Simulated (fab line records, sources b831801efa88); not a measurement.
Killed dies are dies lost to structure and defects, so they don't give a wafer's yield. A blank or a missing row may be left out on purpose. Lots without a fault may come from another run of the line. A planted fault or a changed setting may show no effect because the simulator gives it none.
A struck lot beside a sound one | flow gf180mcu | 27 steps out of a route of 602
Sound: wafers L369.1, L369.4, L369.5. Struck: wafers L357.1, L357.2, L357.5. The cause comes at the end.
At each step with rows: each side's tool, then ch and its chambers, then its first start. Under that, the readings that differ: sound wafers | struck wafers | difference of the means | sigmas: that difference in standard deviations of wafers without a fault.
alike: readings whose means differ by less than 2 such deviations, and words and numbers that are the same on both sides. not compared: withheld readings, readings that some wafer has no value for, bounds like >300 that may hide the same value, and numbers for which the record gives no deviation and whose values overlap.
The two part at a step that has a row with sigmas, a row that says differs or no value, or rows on one side only. Numbers that don't overlap but have no deviation are shown without sigmas and don't part them. A reading that every wafer of one side lacks parts them only if that side has two wafers or more.

GF_DNWELL_STRIP_08: strips in O2/N2.
  sound on plasma_asher-02 ch 0, day 7 10:22; struck on plasma_asher-01 ch 0,1, day 4 15:31
  alike: chamber_pressure_mTorr, drypump_motor_current_A, heater_power_w, oes_product_au, strip_time_to_endpoint_s
  not compared: rf_hours_counter_h
GF_DNWELL_TW_MEAS_09:
  sound on film_metro-01, day 7 10:28; struck on film_metro-01, day 4 15:37
  alike: DNWELL_TW
then, 7 steps without rows for these wafers: GF_NWELL_DEHYDRATE_00 (time 60 s); GF_NWELL_HMDS_01 (prime time 60 s); GF_NWELL_COAT_02 (resist thk 3000 nm); GF_NWELL_SOFTBAKE_03; GF_NWELL_EXPOSE_04 (exposes mask Nwell, target cd 860 nm); GF_NWELL_PEB_05; GF_NWELL_DEVELOP_06 (develop time 57.94 s).
GF_NWELL_OVL_MEAS_07:
  sound on overlay-01, day 8 03:16; struck on overlay-01, day 5 05:36
  alike: NWELL_OVL
then, 2 steps without rows for these wafers: GF_NWELL_IMPLANT_08; GF_NWELL_IMPLANT_09.
GF_NWELL_STRIP_10: strips in O2/N2.
  sound on plasma_asher-02 ch 0,1, day 8 03:36; struck on plasma_asher-04 ch 0,1, day 5 05:56
  no value came back on the struck wafers for any of 5 readings (chamber_pressure_mTorr (mTorr), drypump_motor_current_A (A) and others); on the sound wafers chamber_pressure_mTorr (mTorr) reads 1497.7 1498.0 1500.5
  reading                                 | sound | struck         | difference | sigmas
  model.coat_of_NWELL_COAT_02.thk_nm (nm) | 0 0 0 | 3024 3018 3020 | +3021      |
  not compared: rf_hours_counter_h
GF_NWELL_TW_MEAS_11:
  sound on film_metro-02, day 8 03:42; struck on film_metro-01, day 5 06:02
  alike: NWELL_TW
then, 7 steps without rows for these wafers: GF_LVPWELL_DEHYDRATE_00 (time 60 s); GF_LVPWELL_HMDS_01 (prime time 60 s); GF_LVPWELL_COAT_02 (resist thk 3000 nm); GF_LVPWELL_SOFTBAKE_03; GF_LVPWELL_EXPOSE_04 (exposes mask LVPWELL, target cd 600 nm); GF_LVPWELL_PEB_05; GF_LVPWELL_DEVELOP_06 (develop time 60 s).
GF_LVPWELL_OVL_MEAS_07:
  sound on overlay-01, day 8 21:08; struck on overlay-02, day 5 20:08
  alike: LVPWELL_OVL
then, 2 steps without rows for these wafers: GF_LVPWELL_IMPLANT_08; GF_LVPWELL_IMPLANT_09.
GF_LVPWELL_STRIP_10: strips in O2/N2.
  sound on plasma_asher-04 ch 0,1, day 8 21:28; struck on plasma_asher-04 ch 0,1, day 5 20:28
  reading                      | sound             | struck            | difference | sigmas
  oes_product_au (a.u.)        | 0.720 0.731 0.724 | 0.752 0.740 0.743 | +0.020     | +5
  strip_time_to_endpoint_s (s) | 37.05 37.00 37.11 | 81.70 81.55 81.57 | +44.55     | +99 or more
  alike: chamber_pressure_mTorr, drypump_motor_current_A, heater_power_w
  not compared: rf_hours_counter_h
GF_LVPWELL_TW_MEAS_11:
  sound on film_metro-02, day 8 21:34; struck on film_metro-01, day 5 20:34
  reading    | sound       | struck   | difference | sigmas
  LVPWELL_TW | 562 564 565 | 30 30 30 | -534       | -61
then, 1 step without rows for these wafers: GF_MVSD_DEHYDRATE_00 (time 60 s).

WHERE THEY PART
First at GF_NWELL_STRIP_10; last, within this record, at GF_LVPWELL_TW_MEAS_11.

WHY: what the simulator had put in
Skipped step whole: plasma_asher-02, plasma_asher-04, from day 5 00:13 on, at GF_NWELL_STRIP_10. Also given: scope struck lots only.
